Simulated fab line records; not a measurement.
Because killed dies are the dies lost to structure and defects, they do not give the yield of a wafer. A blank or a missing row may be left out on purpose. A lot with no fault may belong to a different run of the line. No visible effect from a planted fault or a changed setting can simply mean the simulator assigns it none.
Which tool was responsible? -- flow sky130 -- 7 lots (21 wafers sampled), 1 step of a 708-step route

## WHAT EACH GAUGE READ, for each wafer
SKY_POLY_GATE_OVL_MEAS_14.
lot,measured,on,POLY_GATE_OVL (nm)
L451,day 16 18:02,overlay-01,-5 -2 -2
L454,day 18 10:29,overlay-01,-1 4 1
L457,day 19 06:02,overlay-02,9 -2 5
L459,day 20 08:46,overlay-02,-15 -9 -5
L461,day 20 23:22,overlay-02,-1 -10 -7
L464,day 22 05:43,overlay-02,-6 -6 -9
L472,day 24 09:37,overlay-01,-3 -4 -4

## WHAT TOOL EACH LOT RAN ON (gives the tool, then ch and the chambers of the sampled wafers, and finally the start)
Before these readings, the record contains no process step.

## THE ANSWER, worked out from the rows above alone
Rule: usual is defined by the lots themselves. Put in order of their means at a reading, lots are off if they are a third of the lots or fewer, leave a main group of 4 or more, and stand apart from it by a gap of 3 or more times the standard deviation of the main group's means; of several such gaps the widest counts. A main group whose means are all the same, to the digits that the tables above print for the reading, isn't used. A lot without any number at a reading at which 4 lots or more have one is off too. Any other lot the step has rows for is counted as sound.
Across all readings shown, no lot is off: no conclusion can be drawn from this.

## WHAT HAD BEEN PUT IN BY THE SIMULATOR
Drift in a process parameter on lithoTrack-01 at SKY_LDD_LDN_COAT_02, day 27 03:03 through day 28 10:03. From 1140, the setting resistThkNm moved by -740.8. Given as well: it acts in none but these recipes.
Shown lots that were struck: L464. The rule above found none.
